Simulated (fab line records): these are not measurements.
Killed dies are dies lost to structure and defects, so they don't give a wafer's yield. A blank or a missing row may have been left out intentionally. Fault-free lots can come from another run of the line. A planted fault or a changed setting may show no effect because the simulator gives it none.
Which tool was responsible?    flow gf180mcu    at 1 step of a route of 602, 12 lots with 36 wafers sampled

== WHAT THE GAUGES SHOWED, per wafer ==
GF_V1_THK_MEAS_25: measures by xrf.
lot   measured      on            V1_W_THK (nm)
L075  day 18 19:32  filmMetro-01  349 348 347
L077  day 19 11:52  filmMetro-02  346 359 345
L079  day 20 06:47  filmMetro-03  342 348 352
L081  day 21 05:10  filmMetro-03  335 337 349
L083  day 21 16:22  filmMetro-02  345 356 340
L085  day 22 11:03  filmMetro-01  326 339 332
L087  day 23 08:19  filmMetro-03  348 337 335
L089  day 23 16:20  filmMetro-03  342 352 350
L091  day 24 11:18  filmMetro-03  345 336 335
L093  day 25 08:47  filmMetro-01  325 333 342
L095  day 25 15:02  filmMetro-03  354 352 353
L097  day 26 11:11  filmMetro-03  345 342 347

== TOOL THAT RAN EACH LOT (tool first, then ch and the chambers of the sampled wafers, then the start) ==
Record: no process step prior to these readings.

== THE ANSWER, worked out from the rows above alone ==
Rule: the usual values come from the lots themselves. The widest of any qualifying gaps counts: lots, ordered by their means at a reading, are off when they make up no more than a third of the lots, leave a main group of 4 or more, and stand apart from it by 3 or more times the standard deviation of that group's means. A main group whose means are all the same, to the digits that the tables above print for the reading, isn't used. A lot without any number at a reading at which 4 lots or more have one is off too. The other lots that the step has rows for count as sound.
No lot is off at any reading shown: from this, nothing can be told.

== WHAT THE SIMULATOR HAD PUT IN ==
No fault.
